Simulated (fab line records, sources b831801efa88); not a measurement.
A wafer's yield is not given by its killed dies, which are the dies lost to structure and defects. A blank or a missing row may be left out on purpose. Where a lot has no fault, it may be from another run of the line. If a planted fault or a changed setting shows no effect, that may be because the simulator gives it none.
fab line records / flow sfq_line / part 2 of 2: steps 27 to 37 of 37
record: lots: 5 wafers: 15 last_day: 95
route steps=325 shown JJ@189 M5@198 A5B@209 R5@212
lots that met no fault: from a run of the same line without faults
start_h: start of the lot's first displayed wafer, in hours after the record's first day / wait_h: hours from the lot's prior step to this one / " repeats the value in the row above / L1.1+2: several wafers, shown together as one row / - value missing, or start not given / * or withheld: withheld / < > ~ a bound
route shown NAME@n: names a module that has steps shown in the file, with the first one's number in the route / usual: the fault-free wafers' mean and standard deviation / same: alike in all rows / chamber/n: place in a boat / sites: each site's reading / _std_site: how widely they spread, as a standard deviation / _edge_site: the outer-site mean with the inner-site mean subtracted / radius_mm: how far each site lies from the wafer's centre / mask NAME#n: copy n / behind: the tool/chamber that last shaped the wafer / hold: why the lot went on hold/how many hours it stayed there/how the hold came to an end / device: the n, p or np transistor that did not switch / end of line: tests run on the same wafers once the route is complete / a step given without rows: its recipe and nothing more / killed: not the wafer's yield, but the dies lost to structure and defects at the first sort / map: dies across one wafer; x = killed, . = not, _ = none there
set.NAME: the run value of the setting; set.NAME@STEP: its run value at that earlier step / model.NAME: the simulator's own value behind a step, which no gauge read
lots at some steps of the route; a table a step, a row a wafer
services: when a tool's chamber went out of use (start_h, in hours from the record's first day, below 0 if earlier), for how many hours, and the reason
== steps ==
step: SFQ_R5_RS_MEAS_933
recipe: thk_meas_gauge: four-point-probe reads: Ti_of_TRILAYER_R5_DEP_SPUTTER_134+MoNx_of_TRILAYER_R5_DEP_SPUTTER_133+Ti_of_TRILAYER_R5_DEP_SPUTTER_132
usual: R5_MONX_RS: 7.07/0.094
lot.wafer=L074.2 tool=film_metro-04 chamber=- start_h=1432.76 wait_h=0.0 R5_MONX_RS[ohm/sq]=7.07
lot.wafer=L074.3 tool=film_metro-04 chamber=- start_h=1432.76 wait_h=0.0 R5_MONX_RS[ohm/sq]=7.10
lot.wafer=L074.6 tool=film_metro-04 chamber=- start_h=1432.76 wait_h=0.0 R5_MONX_RS[ohm/sq]=7.10
lot.wafer=L085.4 tool=film_metro-04 chamber=- start_h=1750.49 wait_h=0.1 R5_MONX_RS[ohm/sq]=7.03
lot.wafer=L085.5 tool=film_metro-04 chamber=- start_h=1750.49 wait_h=0.1 R5_MONX_RS[ohm/sq]=7.07
lot.wafer=L085.6 tool=film_metro-04 chamber=- start_h=1750.49 wait_h=0.1 R5_MONX_RS[ohm/sq]=7.04
lot.wafer=L088.1 tool=film_metro-03 chamber=- start_h=1770.83 wait_h=0.0 R5_MONX_RS[ohm/sq]=7.02
lot.wafer=L088.2 tool=film_metro-03 chamber=- start_h=1770.83 wait_h=0.0 R5_MONX_RS[ohm/sq]=6.87
lot.wafer=L088.4 tool=film_metro-03 chamber=- start_h=1770.83 wait_h=0.0 R5_MONX_RS[ohm/sq]=6.94
lot.wafer=L091.2 tool=film_metro-03 chamber=- start_h=1795.32 wait_h=0.0 R5_MONX_RS[ohm/sq]=7.19
lot.wafer=L091.3 tool=film_metro-03 chamber=- start_h=1795.32 wait_h=0.0 R5_MONX_RS[ohm/sq]=7.20
lot.wafer=L091.6 tool=film_metro-03 chamber=- start_h=1795.32 wait_h=0.0 R5_MONX_RS[ohm/sq]=7.17
lot.wafer=L097.1 tool=film_metro-03 chamber=- start_h=1813.92 wait_h=0.0 R5_MONX_RS[ohm/sq]=7.07
lot.wafer=L097.3 tool=film_metro-03 chamber=- start_h=1813.92 wait_h=0.0 R5_MONX_RS[ohm/sq]=6.99
lot.wafer=L097.6 tool=film_metro-03 chamber=- start_h=1813.92 wait_h=0.0 R5_MONX_RS[ohm/sq]=7.04
step: SFQ_R5_THK_MEAS_934
recipe: thk_meas_gauge: xrf reads: MoNx_of_TRILAYER_R5_DEP_SPUTTER_133
usual: R5_MONX_THK: 40.0/0.6
lot.wafer=L074.2 tool=film_metro-04 chamber=- start_h=1432.87 wait_h=0.1 R5_MONX_THK[nm]=40.1
lot.wafer=L074.3 tool=film_metro-04 chamber=- start_h=1432.87 wait_h=0.1 R5_MONX_THK[nm]=39.9
lot.wafer=L074.6 tool=film_metro-04 chamber=- start_h=1432.87 wait_h=0.1 R5_MONX_THK[nm]=39.7
lot.wafer=L085.4 tool=film_metro-04 chamber=- start_h=1750.58 wait_h=0.1 R5_MONX_THK[nm]=40.2
lot.wafer=L085.5 tool=film_metro-04 chamber=- start_h=1750.58 wait_h=0.1 R5_MONX_THK[nm]=39.9
lot.wafer=L085.6 tool=film_metro-04 chamber=- start_h=1750.58 wait_h=0.1 R5_MONX_THK[nm]=40.2
lot.wafer=L088.1 tool=film_metro-03 chamber=- start_h=1770.95 wait_h=0.1 R5_MONX_THK[nm]=40.6
lot.wafer=L088.2 tool=film_metro-03 chamber=- start_h=1770.95 wait_h=0.1 R5_MONX_THK[nm]=41.4
lot.wafer=L088.4 tool=film_metro-03 chamber=- start_h=1770.95 wait_h=0.1 R5_MONX_THK[nm]=40.8
lot.wafer=L091.2 tool=film_metro-03 chamber=- start_h=1795.43 wait_h=0.1 R5_MONX_THK[nm]=39.6
lot.wafer=L091.3 tool=film_metro-03 chamber=- start_h=1795.43 wait_h=0.1 R5_MONX_THK[nm]=39.6
lot.wafer=L091.6 tool=film_metro-03 chamber=- start_h=1795.43 wait_h=0.1 R5_MONX_THK[nm]=39.8
lot.wafer=L097.1 tool=film_metro-03 chamber=- start_h=1814.04 wait_h=0.1 R5_MONX_THK[nm]=39.7
lot.wafer=L097.3 tool=film_metro-03 chamber=- start_h=1814.04 wait_h=0.1 R5_MONX_THK[nm]=40.3
lot.wafer=L097.6 tool=film_metro-03 chamber=- start_h=1814.04 wait_h=0.1 R5_MONX_THK[nm]=40.0
step: SFQ_TRILAYER_R5_LITHO_COAT_141
recipe: resist: BARC spin_rpm: 3000 resist_thk_nm: 62
lot.wafer=L074.2+3+6 tool=litho_track-02 chamber=0 start_h=1432.97 wait_h=0.1
lot.wafer=L085.4+5+6 tool=litho_track-01 chamber=0 start_h=1750.76 wait_h=0.2
lot.wafer=L088.1+2+4 tool=litho_track-03 chamber=0 start_h=1771.01 wait_h=0.1
lot.wafer=L091.2+3+6 tool=litho_track-02 chamber=0 start_h=1795.53 wait_h=0.1
lot.wafer=L097.1+3+6 tool=litho_track-01 chamber=0 start_h=1814.10 wait_h=0.1
step: SFQ_TRILAYER_R5_LITHO_COAT_136
recipe: resist: KrF spin_rpm: 3000 resist_thk_nm: 600
lot.wafer=L074.2+3+6 tool=litho_track-02 chamber=0 start_h=1433.27 wait_h=0.2
lot.wafer=L085.4+5+6 tool=litho_track-01 chamber=0 start_h=1751.06 wait_h=0.2
lot.wafer=L088.1+2+4 tool=litho_track-03 chamber=0 start_h=1771.31 wait_h=0.2
lot.wafer=L091.2+3+6 tool=litho_track-02 chamber=0 start_h=1795.83 wait_h=0.2
lot.wafer=L097.1+3+6 tool=litho_track-01 chamber=0 start_h=1814.40 wait_h=0.2
step: SFQ_TRILAYER_R5_LITHO_SOFTBAKE_140
recipe: temp_c: withheld time_s: withheld resist: KrF
lot.wafer=L074.2+3+6 tool=litho_track-02 chamber=0 start_h=1433.55 wait_h=0.2
lot.wafer=L085.4+5+6 tool=litho_track-01 chamber=0 start_h=1751.28 wait_h=0.2
lot.wafer=L088.1+2+4 tool=litho_track-03 chamber=0 start_h=1771.61 wait_h=0.2
lot.wafer=L091.2+3+6 tool=litho_track-02 chamber=0 start_h=1796.11 wait_h=0.2
lot.wafer=L097.1+3+6 tool=litho_track-01 chamber=0 start_h=1814.70 wait_h=0.2
step: SFQ_TRILAYER_R5_LITHO_EXPOSE_137
recipe: mask_id: R5 na: 0.6 source_shape: conventional sigma_outer: 0.65 target_cd_nm: 500 dose_mj: 14.4
usual: reticle_temp_C: 23.00/0.12
same: na: 0.6
lot.wafer=L074.2 tool=krf_scanner-02 chamber=0 start_h=1534.77 wait_h=- mask=R5#0 reticle_temp_C=23.28
lot.wafer=L074.3 tool=krf_scanner-02 chamber=0 start_h=1534.77 wait_h=- mask=R5#0 reticle_temp_C=23.33
lot.wafer=L074.6 tool=krf_scanner-02 chamber=0 start_h=1534.77 wait_h=- mask=R5#0 reticle_temp_C=23.24
lot.wafer=L085.4 tool=krf_scanner-02 chamber=0 start_h=1756.28 wait_h=- mask=R5#0 reticle_temp_C=22.81
lot.wafer=L085.5 tool=krf_scanner-02 chamber=0 start_h=1756.28 wait_h=- mask=R5#0 reticle_temp_C=22.95
lot.wafer=L085.6 tool=krf_scanner-02 chamber=0 start_h=1756.28 wait_h=- mask=R5#0 reticle_temp_C=22.99
lot.wafer=L088.1 tool=krf_scanner-02 chamber=0 start_h=1783.55 wait_h=- mask=R5#0 reticle_temp_C=23.00
lot.wafer=L088.2 tool=krf_scanner-02 chamber=0 start_h=1783.55 wait_h=- mask=R5#0 reticle_temp_C=22.88
lot.wafer=L088.4 tool=krf_scanner-02 chamber=0 start_h=1783.55 wait_h=- mask=R5#0 reticle_temp_C=22.77
lot.wafer=L091.2 tool=krf_scanner-01 chamber=0 start_h=1796.43 wait_h=- mask=R5#0 reticle_temp_C=22.97
lot.wafer=L091.3 tool=krf_scanner-01 chamber=0 start_h=1796.43 wait_h=- mask=R5#0 reticle_temp_C=22.89
lot.wafer=L091.6 tool=krf_scanner-01 chamber=0 start_h=1796.43 wait_h=- mask=R5#0 reticle_temp_C=22.89
lot.wafer=L097.1 tool=krf_scanner-01 chamber=0 start_h=1815.45 wait_h=- mask=R5#0 reticle_temp_C=22.85
lot.wafer=L097.3 tool=krf_scanner-01 chamber=0 start_h=1815.45 wait_h=- mask=R5#0 reticle_temp_C=22.95
lot.wafer=L097.6 tool=krf_scanner-01 chamber=0 start_h=1815.45 wait_h=- mask=R5#0 reticle_temp_C=22.95
step: SFQ_TRILAYER_R5_LITHO_PEB_139
recipe: peb_temp_c: 115 peb_time_s: 60 resist: KrF
lot.wafer=L074.2+3+6 tool=litho_track-03 chamber=0 start_h=1535.79 wait_h=0.8
lot.wafer=L085.4+5+6 tool=litho_track-01 chamber=0 start_h=1756.96 wait_h=0.5
lot.wafer=L088.1+2+4 tool=litho_track-01 chamber=0 start_h=1784.75 wait_h=1.0
lot.wafer=L091.2+3+6 tool=litho_track-02 chamber=0 start_h=1797.46 wait_h=0.8
lot.wafer=L097.1+3+6 tool=litho_track-03 chamber=0 start_h=1816.65 wait_h=1.0
step: SFQ_TRILAYER_R5_LITHO_DEVELOP_138
recipe: time_s: 60 resist: KrF
lot.wafer=L074.2+3+6 tool=litho_track-03 chamber=0 start_h=1535.94 wait_h=0.1
lot.wafer=L085.4+5+6 tool=litho_track-01 chamber=0 start_h=1757.11 wait_h=0.1
lot.wafer=L088.1+2+4 tool=litho_track-01 chamber=0 start_h=1784.90 wait_h=0.1
lot.wafer=L091.2+3+6 tool=litho_track-02 chamber=0 start_h=1797.61 wait_h=0.1
lot.wafer=L097.1+3+6 tool=litho_track-03 chamber=0 start_h=1816.80 wait_h=0.1
step: SFQ_R5_OVL_MEAS_935
usual: R5_OVL: 0/5.5
lot.wafer=L074.2 tool=overlay-01 chamber=- start_h=1536.07 wait_h=0.1 R5_OVL[nm]=5
lot.wafer=L074.3 tool=overlay-01 chamber=- start_h=1536.07 wait_h=0.1 R5_OVL[nm]=3
lot.wafer=L074.6 tool=overlay-01 chamber=- start_h=1536.07 wait_h=0.1 R5_OVL[nm]=3
lot.wafer=L085.4 tool=overlay-02 chamber=- start_h=1757.20 wait_h=0.1 R5_OVL[nm]=-2
lot.wafer=L085.5 tool=overlay-02 chamber=- start_h=1757.20 wait_h=0.1 R5_OVL[nm]=-2
lot.wafer=L085.6 tool=overlay-02 chamber=- start_h=1757.20 wait_h=0.1 R5_OVL[nm]=-2
lot.wafer=L088.1 tool=overlay-02 chamber=- start_h=1785.05 wait_h=0.1 R5_OVL[nm]=11
lot.wafer=L088.2 tool=overlay-02 chamber=- start_h=1785.05 wait_h=0.1 R5_OVL[nm]=11
lot.wafer=L088.4 tool=overlay-02 chamber=- start_h=1785.05 wait_h=0.1 R5_OVL[nm]=10
lot.wafer=L091.2 tool=overlay-02 chamber=- start_h=1797.74 wait_h=0.1 R5_OVL[nm]=12
lot.wafer=L091.3 tool=overlay-02 chamber=- start_h=1797.74 wait_h=0.1 R5_OVL[nm]=0
lot.wafer=L091.6 tool=overlay-02 chamber=- start_h=1797.74 wait_h=0.1 R5_OVL[nm]=9
lot.wafer=L097.1 tool=overlay-02 chamber=- start_h=1816.95 wait_h=0.1 R5_OVL[nm]=-6
lot.wafer=L097.3 tool=overlay-02 chamber=- start_h=1816.95 wait_h=0.1 R5_OVL[nm]=-3
lot.wafer=L097.6 tool=overlay-02 chamber=- start_h=1816.95 wait_h=0.1 R5_OVL[nm]=-7
step: SFQ_TRILAYER_R5_BARC_OPEN_METAL_ETCH_177
recipe: mask_material: PR chemistry: O2 target_depth_nm: 125 target: BARC icp_w: 600 bias_w: 80 pressure_mtorr: 10 time_s: 41.7
usual: drypump_motor_current_A: 5.6/0.47 oes_product_au: 0.686/0.0049
lot.wafer=L074.2 tool=rie_metal-02 chamber=1 start_h=1536.10 wait_h=0.0 drypump_motor_current_A=6.4 oes_product_au=0.685 rf_hours_counter_h=23
lot.wafer=L074.3 tool=rie_metal-02 chamber=0 start_h=1536.10 wait_h=0.0 drypump_motor_current_A=5.3 oes_product_au=0.684 rf_hours_counter_h=-
lot.wafer=L074.6 tool=rie_metal-02 chamber=1 start_h=1536.10 wait_h=0.0 drypump_motor_current_A=6.4 oes_product_au=0.683 rf_hours_counter_h=-
lot.wafer=L085.4 tool=rie_metal-02 chamber=0 start_h=1757.24 wait_h=0.0 drypump_motor_current_A=5.3 oes_product_au=0.686 rf_hours_counter_h=-
lot.wafer=L085.5 tool=rie_metal-02 chamber=1 start_h=1757.24 wait_h=0.0 drypump_motor_current_A=6.4 oes_product_au=0.692 rf_hours_counter_h=-
lot.wafer=L085.6 tool=rie_metal-02 chamber=0 start_h=1757.24 wait_h=0.0 drypump_motor_current_A=5.3 oes_product_au=0.692 rf_hours_counter_h=-
lot.wafer=L088.1 tool=rie_metal-02 chamber=0 start_h=1785.09 wait_h=0.0 drypump_motor_current_A=5.3 oes_product_au=0.684 rf_hours_counter_h=99
lot.wafer=L088.2 tool=rie_metal-02 chamber=1 start_h=1785.09 wait_h=0.0 drypump_motor_current_A=6.4 oes_product_au=0.683 rf_hours_counter_h=55
lot.wafer=L088.4 tool=rie_metal-02 chamber=0 start_h=1785.09 wait_h=0.0 drypump_motor_current_A=5.3 oes_product_au=0.675 rf_hours_counter_h=-
lot.wafer=L091.2 tool=rie_metal-04 chamber=0 start_h=1797.77 wait_h=0.0 drypump_motor_current_A=5.3 oes_product_au=0.680 rf_hours_counter_h=56
lot.wafer=L091.3 tool=rie_metal-04 chamber=1 start_h=1797.77 wait_h=0.0 drypump_motor_current_A=5.1 oes_product_au=0.692 rf_hours_counter_h=-
lot.wafer=L091.6 tool=rie_metal-04 chamber=1 start_h=1797.77 wait_h=0.0 drypump_motor_current_A=5.2 oes_product_au=0.684 rf_hours_counter_h=-
lot.wafer=L097.1 tool=rie_metal-04 chamber=1 start_h=1816.98 wait_h=0.0 drypump_motor_current_A=5.2 oes_product_au=0.679 rf_hours_counter_h=67
lot.wafer=L097.3 tool=rie_metal-04 chamber=0 start_h=1816.98 wait_h=0.0 drypump_motor_current_A=5.3 oes_product_au=0.689 rf_hours_counter_h=-
lot.wafer=L097.6 tool=rie_metal-04 chamber=0 start_h=1816.98 wait_h=0.0 drypump_motor_current_A=5.3 oes_product_au=0.692 rf_hours_counter_h=-
step: SFQ_TRILAYER_R5_ETCH_METAL_ETCH_139
recipe: stop_on: SiO2 mask_material: PR chemistry: Cl2 target_depth_nm: 60 icp_w: 600 bias_w: 80 pressure_mtorr: 10 time_s: 40
usual: drypump_motor_current_A: 5.6/0.47 oes_product_au: 0.992/0.0048
lot.wafer=L074.2 tool=rie_metal-02 chamber=1 start_h=1536.16 wait_h=0.0 drypump_motor_current_A=6.4 oes_product_au=0.991 rf_hours_counter_h=23
lot.wafer=L074.3 tool=rie_metal-02 chamber=0 start_h=1536.16 wait_h=0.0 drypump_motor_current_A=5.3 oes_product_au=0.988 rf_hours_counter_h=-
lot.wafer=L074.6 tool=rie_metal-02 chamber=1 start_h=1536.16 wait_h=0.0 drypump_motor_current_A=6.4 oes_product_au=0.993 rf_hours_counter_h=-
lot.wafer=L085.4 tool=rie_metal-02 chamber=0 start_h=1757.30 wait_h=0.0 drypump_motor_current_A=5.3 oes_product_au=0.995 rf_hours_counter_h=-
lot.wafer=L085.5 tool=rie_metal-02 chamber=1 start_h=1757.30 wait_h=0.0 drypump_motor_current_A=6.4 oes_product_au=0.985 rf_hours_counter_h=-
lot.wafer=L085.6 tool=rie_metal-02 chamber=0 start_h=1757.30 wait_h=0.0 drypump_motor_current_A=5.3 oes_product_au=0.992 rf_hours_counter_h=-
lot.wafer=L088.1 tool=rie_metal-02 chamber=0 start_h=1785.15 wait_h=0.0 drypump_motor_current_A=5.3 oes_product_au=1.001 rf_hours_counter_h=99
lot.wafer=L088.2 tool=rie_metal-02 chamber=1 start_h=1785.15 wait_h=0.0 drypump_motor_current_A=6.4 oes_product_au=0.989 rf_hours_counter_h=55
lot.wafer=L088.4 tool=rie_metal-02 chamber=0 start_h=1785.15 wait_h=0.0 drypump_motor_current_A=5.3 oes_product_au=0.990 rf_hours_counter_h=-
lot.wafer=L091.2 tool=rie_metal-04 chamber=0 start_h=1797.83 wait_h=0.0 drypump_motor_current_A=5.3 oes_product_au=0.990 rf_hours_counter_h=56
lot.wafer=L091.3 tool=rie_metal-04 chamber=1 start_h=1797.83 wait_h=0.0 drypump_motor_current_A=5.2 oes_product_au=0.995 rf_hours_counter_h=-
lot.wafer=L091.6 tool=rie_metal-04 chamber=1 start_h=1797.83 wait_h=0.0 drypump_motor_current_A=5.2 oes_product_au=0.983 rf_hours_counter_h=-
lot.wafer=L097.1 tool=rie_metal-04 chamber=1 start_h=1817.04 wait_h=0.0 drypump_motor_current_A=5.2 oes_product_au=0.984 rf_hours_counter_h=67
lot.wafer=L097.3 tool=rie_metal-04 chamber=0 start_h=1817.04 wait_h=0.0 drypump_motor_current_A=5.3 oes_product_au=0.993 rf_hours_counter_h=-
lot.wafer=L097.6 tool=rie_metal-04 chamber=0 start_h=1817.04 wait_h=0.0 drypump_motor_current_A=5.3 oes_product_au=0.988 rf_hours_counter_h=-
== services ==
tool=krf_scanner-02 chamber=- start_h=1422.63 hours=0.8 kind=pm
tool=pvd_sputter-06 chamber=- start_h=1433.33 hours=1.9 kind=repair
tool=rie_metal-02 chamber=- start_h=1453.42 hours=0.2 kind=repair
tool=krf_scanner-02 chamber=- start_h=1476.72 hours=1.3 kind=pm
tool=rie_metal-03 chamber=0 start_h=1479.20 hours=11.8 kind=repair
tool=krf_scanner-02 chamber=- start_h=1481.09 hours=4.4 kind=pm
tool=pvd_sputter-05 chamber=- start_h=1483.52 hours=2.3 kind=repair
tool=krf_scanner-02 chamber=- start_h=1485.47 hours=3.6 kind=pm
tool=krf_scanner-02 chamber=- start_h=1489.64 hours=0.7 kind=repair
tool=rie_metal-02 chamber=- start_h=1504.21 hours=0.7 kind=repair
tool=rie_metal-01 chamber=- start_h=1519.04 hours=4.3 kind=pm
tool=pvd_sputter-05 chamber=- start_h=1524.43 hours=1.0 kind=repair
tool=pvd_sputter-06 chamber=- start_h=1539.41 hours=5.5 kind=repair
tool=krf_scanner-02 chamber=- start_h=1542.97 hours=1.0 kind=pm
tool=rie_metal-02 chamber=1 start_h=1546.70 hours=27.2 kind=repair
tool=krf_scanner-02 chamber=- start_h=1592.42 hours=0.8 kind=pm
tool=pvd_sputter-06 chamber=- start_h=1623.30 hours=4.1 kind=repair
tool=krf_scanner-02 chamber=- start_h=1634.42 hours=2.1 kind=repair
tool=rie_metal-01 chamber=0 start_h=1649.79 hours=3.2 kind=repair
tool=krf_scanner-02 chamber=- start_h=1658.31 hours=1.3 kind=pm
tool=krf_scanner-02 chamber=- start_h=1679.50 hours=0.6 kind=repair
tool=rie_metal-01 chamber=0 start_h=1704.13 hours=36.8 kind=repair
tool=krf_scanner-02 chamber=- start_h=1712.15 hours=1.0 kind=pm
tool=rie_metal-03 chamber=- start_h=1758.16 hours=2.8 kind=pm
